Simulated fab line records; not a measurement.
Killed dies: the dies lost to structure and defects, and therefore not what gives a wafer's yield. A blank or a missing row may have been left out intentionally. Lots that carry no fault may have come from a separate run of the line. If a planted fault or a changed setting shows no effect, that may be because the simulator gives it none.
Matching of chambers :: flow gf180mcu :: GF_V1_CMP_04 on cmp-01: 4 sister chambers
The step polishes SiO2. 4 wafers are shown with their chamber, then 7 later ones without.

== EACH WAFER AND ITS CHAMBER ==
wafer: L870.5
chamber: 3
motorCurrentA (A): 12.6

wafer: L879.6
chamber: 1
motorCurrentA (A): 11.2

wafer: L881.4
chamber: 2
motorCurrentA (A): 12.4

wafer: L881.5
chamber: 0
motorCurrentA (A): 12.4

== WAFERS WITHOUT THEIR CHAMBER ==
wafer: L881.6
motorCurrentA (A): 12.9

wafer: L882.2
motorCurrentA (A): 12.1

wafer: L882.3
motorCurrentA (A): 13.0

wafer: L882.6
motorCurrentA (A): 13.0

wafer: L884.2
motorCurrentA (A): 12.4

wafer: L884.3
motorCurrentA (A): 12.6

wafer: L884.6
motorCurrentA (A): 12.9

== WHICH CHAMBER EACH WENT THROUGH ==
wafer: L881.6
from the rows above: can't be placed: 3 or 0 or 2
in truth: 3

wafer: L882.2
from the rows above: can't be placed: 0 or 2 or 3
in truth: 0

wafer: L882.3
from the rows above: can't be placed: 3 or 0 or 2
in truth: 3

wafer: L882.6
from the rows above: can't be placed: 3 or 0 or 2
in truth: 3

wafer: L884.2
from the rows above: can't be placed: 0 or 2 or 3
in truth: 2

wafer: L884.3
from the rows above: can't be placed: 3 or 0 or 2
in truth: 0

wafer: L884.6
from the rows above: can't be placed: 3 or 0 or 2
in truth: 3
Placed correctly: 0 of 7. Cannot be placed on the basis of these rows: 7; the candidates contain the true chamber in 7. 0 placed wrongly.
How it was worked out, from the rows above alone: a wafer's distance from a chamber is the root of the sum, over the readings, of the square of ((its reading less the chamber's mean) divided by the reading's scatter). The wafer belongs to the nearest chamber; if the next one is less than 2 further off, it can't be placed. For every chamber, the mean is computed from those of its wafers that are shown. The scatter: root of mean squared gap, hidden wafer to nearest shown wafer, with one shown wafer a chamber.
